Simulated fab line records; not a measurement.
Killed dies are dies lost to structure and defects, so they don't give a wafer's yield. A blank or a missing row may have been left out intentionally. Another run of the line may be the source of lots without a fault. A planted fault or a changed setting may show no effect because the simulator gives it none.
Which tool did it? ; flow gf180mcu ; 13 lots, 39 wafers sampled, at 4 steps of a route of 602

WHAT THE GAUGES SHOWED, per wafer
GF_POLY_GATE_CD_MEAS_10 targets a cd of 280 nm.
lot;measured;on;cd nm (nm)
L652;day 9 15:00;cd sem-01;279.5 279.9 280.1
L653;day 10 05:00;cd sem-01;277.0 277.5 277.9
L654;day 10 12:45;cd sem-01;281.8 281.7 282.2
L655;day 10 13:08;cd sem-01;280.6 280.2 281.1
L656;day 10 19:37;cd sem-02;279.9 280.4 279.0
L659;day 11 22:06;cd sem-02;279.9 280.2 280.8
L660;day 12 04:51;cd sem-01;282.1 281.9 282.0
L666;day 13 18:52;cd sem-01;322.6 322.2 322.3
L670;day 15 01:28;cd sem-02;281.7 281.9 283.2
L671;day 15 11:20;cd sem-02;280.2 281.6 279.9
L672;day 15 17:47;cd sem-02;279.4 279.7 278.4
L673;day 16 05:39;cd sem-01;279.8 279.8 280.1
L674;day 16 14:46;cd sem-01;280.5 280.9 280.1

GF_HV_LDD_TW_MEAS_11.
lot;measured;on;HV_LDD_TW
L652;day 10 13:16;film metro-03;2406 2402 2399
L653;day 11 01:22;film metro-03;2399 2394 2375
L654;day 11 09:31;film metro-03;2393 2386 2405
L655;day 11 11:23;film metro-03;2392 2385 2384
L656;day 11 16:44;film metro-03;2377 2388 2386
L659;day 12 19:44;film metro-04;2403 2419 2420
L660;day 13 02:34;film metro-03;2399 2407 2395
L666;day 14 19:33;film metro-04;2419 2418 2412
L670;day 16 01:19;film metro-03;2383 2393 2399
L671;day 16 11:50;film metro-03;2394 2400 2373
L672;day 16 19:26;film metro-03;2388 2396 2390
L673;day 17 07:32;film metro-02;2458 2460 2454
L674;day 17 17:24;film metro-02;2450 2453 2437

GF_HV_LDD_OVL_MEAS_20.
lot;measured;on;HV_LDD_01_OVL (nm)
L652;day 11 07:49;overlay-01;-1.4 -2.0 -0.6
L653;day 11 20:34;overlay-02;1.7 1.0 2.0
L654;day 12 04:37;overlay-01;-0.4 -1.6 0.4
L655;day 12 06:11;overlay-02;1.0 0.6 2.4
L656;day 12 11:35;overlay-01;1.0 -0.3 0.4
L659;day 13 16:28;overlay-02;-0.1 1.3 1.9
L660;day 13 23:17;overlay-01;2.5 2.0 0.7
L666;day 15 16:56;overlay-01;0.5 1.1 2.2
L670;day 16 23:49;overlay-01;-2.4 -2.5 -1.8
L671;day 17 10:34;overlay-02;1.7 1.6 0.8
L672;day 17 19:11;overlay-02;-1.4 0.0 -0.5
L673;day 18 07:04;overlay-02;1.1 1.7 0.8
L674;day 18 17:11;overlay-02;1.0 2.5 1.9

WHAT TOOL EACH LOT RAN ON (gives the tool, then ch and the chambers of the sampled wafers, and finally the start)
lot;GF_POLY_GATE_EXPOSE_07
L652;krf scanner-01 ch 0, day 9 06:28
L653;krf scanner-02 ch 0, day 9 19:38
L654;krf scanner-02 ch 0, day 10 03:57
L655;krf scanner-01 ch 0, day 10 04:14
L656;krf scanner-02 ch 0, day 10 09:56
L659;krf scanner-01 ch 0, day 11 12:28
L660;krf scanner-02 ch 0, day 11 19:01
L666;krf scanner-01 ch 0, day 13 08:41
L670;krf scanner-01 ch 0, day 14 15:02
L671;krf scanner-01 ch 0, day 15 00:15
L672;krf scanner-01 ch 0, day 15 06:47
L673;krf scanner-02 ch 0, day 15 18:37
L674;krf scanner-01 ch 0, day 16 03:12
- GF_POLY_GATE_EXPOSE_07: exposes mask Poly2, target cd 280 nm.

AS READ BY THE TOOLS THEMSELVES (means over the sampled wafers that have a number; for cases with no such wafer, the mark the record gives instead)
GF_POLY_GATE_EXPOSE_07.
lot;tool;focus offset nm (nm);reticle temp C (C)
L652;krf scanner-01;-0.3;22.91
L653;krf scanner-02;-0.1;23.10
L654;krf scanner-02;0.1;22.97
L655;krf scanner-01;0.6;22.93
L656;krf scanner-02;-0.4;22.97
L659;krf scanner-01;-0.2;23.10
L660;krf scanner-02;0.3;23.00
L666;krf scanner-01;-0.7;23.06
L670;krf scanner-01;0.2;23.11
L671;krf scanner-01;-0.1;22.95
L672;krf scanner-01;0.1;23.06
L673;krf scanner-02;-0.1;22.96
L674;krf scanner-01;1.1;23.08

THE ANSWER, worked out from the rows above alone
Rule: usual is defined by the lots themselves. The widest of any qualifying gaps counts: lots, ordered by their means at a reading, are off when they make up no more than a third of the lots, leave a main group of 4 or more, and stand apart from it by 3 or more times the standard deviation of that group's means. A main group is skipped when, at the precision printed for the reading in the tables above, its means are all equal. Also off: a lot with no number at a reading for which 4 or more lots have one. Any other lot the step has rows for is counted as sound. The gauges are gone through in route order, then the tools' own readings, and for those a lot's mean is taken as printed above. At the first step where some lot is off, the reading lying furthest off is the one used; lots without a number count as furthest.
Off: L666 (GF_POLY_GATE_CD_MEAS_10, cd nm). Main group: mean 280.4 nm, sd 1.3.
If a tool, at a process step before that reading, ran all the lots that are off and no sound lot after the first of them, it fits. The gauges at GF_POLY_GATE_CD_MEAS_10 are tried like those tools. Not one of the candidates tried fits.

WHAT THE SIMULATOR PUT IN
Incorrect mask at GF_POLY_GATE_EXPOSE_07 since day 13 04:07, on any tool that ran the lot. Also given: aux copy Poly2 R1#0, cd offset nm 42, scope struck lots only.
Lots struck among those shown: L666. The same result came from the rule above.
